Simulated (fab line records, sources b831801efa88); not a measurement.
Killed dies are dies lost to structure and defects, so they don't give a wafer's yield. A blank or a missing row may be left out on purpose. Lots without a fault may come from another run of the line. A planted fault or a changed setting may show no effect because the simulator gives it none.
Which tool did it? | flow sky130 | 6 lots, 16 wafers sampled, at 3 steps of a route of 708

WHAT THE GAUGES READ, wafer by wafer
SKY_NWELL_RS_MEAS_29: measures by four-point-probe.
lot  | measured     | on            | NWELL_RS (ohm/sq)
L750 | day 5 07:22  | film_metro-01 | 628.6 628.8 630.1
L756 | day 7 05:07  | film_metro-03 | 625.1 624.8 624.7
L758 | day 7 18:39  | film_metro-03 | 624.2 623.8 625.5
L763 | day 8 21:22  | film_metro-02 | 679.2 624.9 676.5 626.6
L768 | day 10 08:42 | film_metro-03 | 677.7 624.5 677.4 624.0
L771 | day 11 11:54 | film_metro-01 | 625.9 627.0 627.9

WHICH TOOL RAN EACH LOT (tool, then ch and the chambers of the sampled wafers, then the start)
lot  | SKY_FIELD_ISO_CMP_27         | SKY_NWELL_IMPLANT_11
L750 | cmp-01 ch 0,1,2, day 2 10:40 | implanter-03 ch 0, day 4 12:41
L756 | cmp-02 ch 1,2,3, day 3 23:08 | implanter-03 ch 0, day 6 08:31
L758 | cmp-02 ch 0,1,2, day 4 10:39 | implanter-02 ch 0, day 6 22:33
L763 | cmp-01 ch 0,3, day 5 10:16   | implanter-03 ch 0, day 7 22:44
L768 | cmp-01 ch 1,2, day 6 15:43   | implanter-03 ch 0, day 9 10:02
L771 | cmp-02 ch 0,1,3, day 7 11:14 | implanter-02 ch 0, day 10 10:11
- SKY_FIELD_ISO_CMP_27: polishes, stops on Si3N4, t overpolish 16 s, target thk 457.8 nm.
- SKY_NWELL_IMPLANT_11

THE ANSWER, worked out from the rows above alone
Rule: what is usual is taken from the lots themselves. Put in order of their means at a reading, lots are off if they are a third of the lots or fewer, leave a main group of 4 or more, and stand apart from it by a gap of 3 or more times the standard deviation of the main group's means; of several such gaps the widest counts. A main group whose means are all the same, to the digits that the tables above print for the reading, isn't used. A lot without any number at a reading at which 4 lots or more have one is off too. The other lots that the step has rows for count as sound.
Off: L763, L768, at SKY_NWELL_RS_MEAS_29 (NWELL_RS). The main group: mean 626.4 ohm/sq, standard deviation 1.9.
A tool fits if, at a process step before that reading, it ran every lot that is off, and no sound lot after the first of them. The gauges at SKY_NWELL_RS_MEAS_29 are tried like those tools. Can't be told from this: 2 tools fit, cmp-01 at SKY_FIELD_ISO_CMP_27, implanter-03 at SKY_NWELL_IMPLANT_11.

WHAT THE SIMULATOR HAD PUT IN
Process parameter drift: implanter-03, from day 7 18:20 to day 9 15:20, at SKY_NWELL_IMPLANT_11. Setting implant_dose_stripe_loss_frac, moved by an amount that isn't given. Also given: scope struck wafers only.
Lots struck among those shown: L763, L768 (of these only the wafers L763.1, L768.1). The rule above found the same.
